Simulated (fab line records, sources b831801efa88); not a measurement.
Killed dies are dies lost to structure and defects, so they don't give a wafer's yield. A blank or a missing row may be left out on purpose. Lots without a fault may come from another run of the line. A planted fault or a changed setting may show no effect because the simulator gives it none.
One fault seen from 2 desks | flow gf180mcu | each desk has only its own numbers; what lay behind them comes last

THE TOOL OWNER'S DESK: pvd_sputter-01
The tool's own readings at GF_MIM_SPUTTER_09 (material TiN, target thk 35 nm, time 29.2 s): means of the sampled wafers that have a number, for each lot that ran on this tool. A lot is out of limits, marked OUT, if its mean lies more than 4 standard deviations from the usual mean; the brackets give that distance.
Columns: A = cathode_dc_power_W at GF_MIM_SPUTTER_09, usual 6500.1 W; B = throttle_valve_pct at GF_MIM_SPUTTER_09, usual 29.5 %
lot  | first seen here | A                | B
L624 | day 27 04:09    | 6546.7 (+42) OUT | 30.2
L627 | day 27 23:39    | 6595.5 (+87) OUT | 30.0
L640 | day 31 08:52    | 6499.4           | 29.0
This desk's finding: out of limits on L624, L627; first on L624, day 27 04:09 (cathode_dc_power_W at GF_MIM_SPUTTER_09). In limits: L640.

THE METROLOGY DESK
What the gauges read, lot by lot, whatever tool the lot ran on: means of the sampled wafers that have a number. A lot is out of limits, marked OUT, if its mean lies more than 4 standard deviations from the usual mean; the brackets give that distance.
Columns: A = V4_W_RS at GF_V4_RS_MEAS_24, usual 0.325 ohm/sq; B = V4_W_THK at GF_V4_THK_MEAS_25, usual 352 nm; C = MIM_CVD_05_THK at GF_MIM_THK_MEAS_06, usual 41.9 nm; D = MIM_ALCU_RS at GF_MIM_RS_MEAS_10, usual 0.1600 ohm/sq; E = MIM_ALCU_THK at GF_MIM_THK_MEAS_11, usual 199.7 nm; F = cd_nm at GF_M5_CD_MEAS_07, usual 279.6 nm; G = M5_OVL at GF_M5_OVL_MEAS_08, usual -1 nm
lot  | first seen here | A     | B   | C    | D      | E     | F     | G
L618 | day 25 01:36    | 0.333 | 339 | 42.0 | 0.1584 | 202.3 | 279.0 | -8
L624 | day 27 03:19    | 0.323 | 353 | 41.1 | 0.1592 | 198.9 | 279.8 | -3
L627 | day 27 22:47    | 0.326 | 348 | 41.9 | 0.1586 | 199.6 | 281.8 | -1
L634 | day 29 20:31    | 0.321 | 353 | 42.2 | 0.1588 | 202.1 | 279.2 | -2
L638 | day 31 04:04    | 0.322 | 357 | 41.5 | 0.1611 | 198.9 | 280.4 | 0
L640 | day 31 08:01    | 0.333 | 345 | 41.8 | 0.1606 | 199.9 | 280.0 | -1
This desk's finding: nothing out of limits on any of the 6 lots.

PUT TOGETHER
The tool owner's desk could have raised an alarm at day 27 04:09, on L624, L627.
The metrology desk saw nothing out of limits.
The metrology desk has L624, L627 on record, within its limits.
Of the lots named, all ran GF_MIM_SPUTTER_09 on pvd_sputter-01.

WHAT THE SIMULATOR HAD PUT IN
Process parameter drift: pvd_sputter-01, from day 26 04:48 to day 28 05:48, at GF_MIM_SPUTTER_09. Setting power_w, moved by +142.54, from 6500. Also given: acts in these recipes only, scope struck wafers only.
Lots struck among those shown: L624, L627.
Hours from the fault's start to each desk's first reading out of limits: the tool owner's desk, 23.
